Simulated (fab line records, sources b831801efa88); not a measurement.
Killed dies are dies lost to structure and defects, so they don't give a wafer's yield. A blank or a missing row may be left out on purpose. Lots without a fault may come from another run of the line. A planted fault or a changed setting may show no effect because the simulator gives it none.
Which tool did it? | flow sky130 | 14 lots, 42 wafers sampled, at 2 steps of a route of 708

WHAT THE GAUGES READ, wafer by wafer
The record holds no reading of a measuring or inspecting step that can be judged against a usual standard deviation.

WHICH TOOL RAN EACH LOT (tool, then ch and the chambers of the sampled wafers, then the start)
lot  | SKY_SONOS_ONO_COAT_08             | SKY_SONOS_ONO_STRIP_17
L580 | litho_track-02 ch 0, day 12 05:53 | plasma_asher-01 ch 0,1, day 12 18:11
L581 | litho_track-01 ch 0, day 12 20:37 | plasma_asher-04 ch 0,1, day 13 09:05
L583 | litho_track-04 ch 0, day 13 06:17 | plasma_asher-03 ch 0,1, day 13 19:55
L584 | litho_track-02 ch 0, day 13 17:19 | plasma_asher-04 ch 0,1, day 14 07:01
L585 | litho_track-01 ch 0, day 13 18:49 | plasma_asher-01 ch 0,1, day 14 08:19
L586 | litho_track-02 ch 0, day 14 09:52 | plasma_asher-04 ch 0,1, day 14 23:35
L588 | litho_track-04 ch 0, day 14 18:05 | plasma_asher-01 ch 0,1, day 15 07:56
L592 | litho_track-02 ch 0, day 16 05:07 | plasma_asher-03 ch 0,1, day 16 20:13
L596 | litho_track-02 ch 0, day 17 10:47 | plasma_asher-04 ch 0,1, day 18 02:40
L597 | litho_track-04 ch 0, day 17 18:58 | plasma_asher-04 ch 0,1, day 18 10:16
L598 | litho_track-04 ch 0, day 18 00:44 | plasma_asher-01 ch 0,1, day 18 16:20
L599 | litho_track-01 ch 0, day 18 06:16 | plasma_asher-03 ch 0,1, day 18 20:55
L601 | litho_track-04 ch 0, day 19 15:35 | plasma_asher-01 ch 1, day 20 07:16
L602 | litho_track-04 ch 0, day 19 16:14 | plasma_asher-03 ch 0,1, day 20 07:52
- SKY_SONOS_ONO_COAT_08: resist thk 1140 nm.
- SKY_SONOS_ONO_STRIP_17: strips in O2/N2.

WHAT THE TOOLS THEMSELVES READ (means of the sampled wafers that have a number; where no wafer has one, the mark that the record gives instead)
SKY_SONOS_ONO_COAT_08.
lot  | tool           | spin_speed_rpm (rpm)
L580 | litho_track-02 | 2999.6
L581 | litho_track-01 | 3000.8
L583 | litho_track-04 | 2999.9
L584 | litho_track-02 | 3001.2
L585 | litho_track-01 | 3001.3
L586 | litho_track-02 | 2998.6
L588 | litho_track-04 | 3002.3
L592 | litho_track-02 | 2749.4
L596 | litho_track-02 | 2748.6
L597 | litho_track-04 | 3001.1
L598 | litho_track-04 | 3001.5
L599 | litho_track-01 | 3001.0
L601 | litho_track-04 | 3002.5
L602 | litho_track-04 | 3002.2

SKY_SONOS_ONO_STRIP_17.
lot  | tool            | drypump_motor_current_A (A) | n2_flow_sccm (sccm) | oes_product_au (a.u.) | strip_time_to_endpoint_s (s)
L580 | plasma_asher-01 | 5.7                         | 300.3               | 0.711                 | 14.15
L581 | plasma_asher-04 | 5.5                         | 300.1               | 0.705                 | 13.98
L583 | plasma_asher-03 | 5.3                         | 300.0               | 0.710                 | 14.06
L584 | plasma_asher-04 | 5.6                         | 300.7               | 0.709                 | 14.07
L585 | plasma_asher-01 | 6.2                         | 299.5               | 0.708                 | 14.07
L586 | plasma_asher-04 | 5.6                         | 300.8               | 0.709                 | 14.13
L588 | plasma_asher-01 | 6.2                         | 300.0               | 0.715                 | 14.18
L592 | plasma_asher-03 | 5.3                         | 300.7               | 0.707                 | 14.71
L596 | plasma_asher-04 | 5.6                         | 300.7               | 0.707                 | 14.68
L597 | plasma_asher-04 | 5.6                         | 299.4               | 0.712                 | 14.15
L598 | plasma_asher-01 | 5.7                         | 299.7               | 0.706                 | 14.15
L599 | plasma_asher-03 | 5.3                         | 299.5               | 0.712                 | 14.08
L601 | plasma_asher-01 | 5.3                         | 299.7               | 0.708                 | 14.10
L602 | plasma_asher-03 | 5.4                         | 300.6               | 0.714                 | 14.06

THE ANSWER, worked out from the rows above alone
Rule: what is usual is taken from the lots themselves. Put in order of their means at a reading, lots are off if they are a third of the lots or fewer, leave a main group of 4 or more, and stand apart from it by a gap of 3 or more times the standard deviation of the main group's means; of several such gaps the widest counts. A main group whose means are all the same, to the digits that the tables above print for the reading, isn't used. A lot without any number at a reading at which 4 lots or more have one is off too. The other lots that the step has rows for count as sound. The gauges are gone through in route order, then the tools' own readings, and for those a lot's mean is taken as printed above. The first step at which some lot is off is used, and at that step the reading that is off furthest; a lot without a number counts as furthest.
Off: L592, L596, at SKY_SONOS_ONO_COAT_08 (spin_speed_rpm). The main group: mean 3001.0 rpm, standard deviation 1.1.
A tool fits if, at that step or a process step before it, it ran every lot that is off, and no sound lot after the first of them. One fits: litho_track-02 at SKY_SONOS_ONO_COAT_08. Its last sound lot is L586 (day 14 09:52), its first lot that is off L592 (day 16 05:07): a fault that began between those two fits.
The tool's own readings at SKY_SONOS_ONO_COAT_08 bear it out: on the lots that are off they differ by more than 5 times the standard deviation of the sound lots' means. spin_speed_rpm reads 2749.0 rpm there against 3001.0 rpm on the sound lots.

WHAT THE SIMULATOR HAD PUT IN
Process parameter drift: litho_track-02, from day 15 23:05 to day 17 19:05, at SKY_SONOS_ONO_COAT_08. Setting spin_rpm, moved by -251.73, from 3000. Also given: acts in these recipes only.
Lots struck among those shown: L592, L596. The rule above found the same.
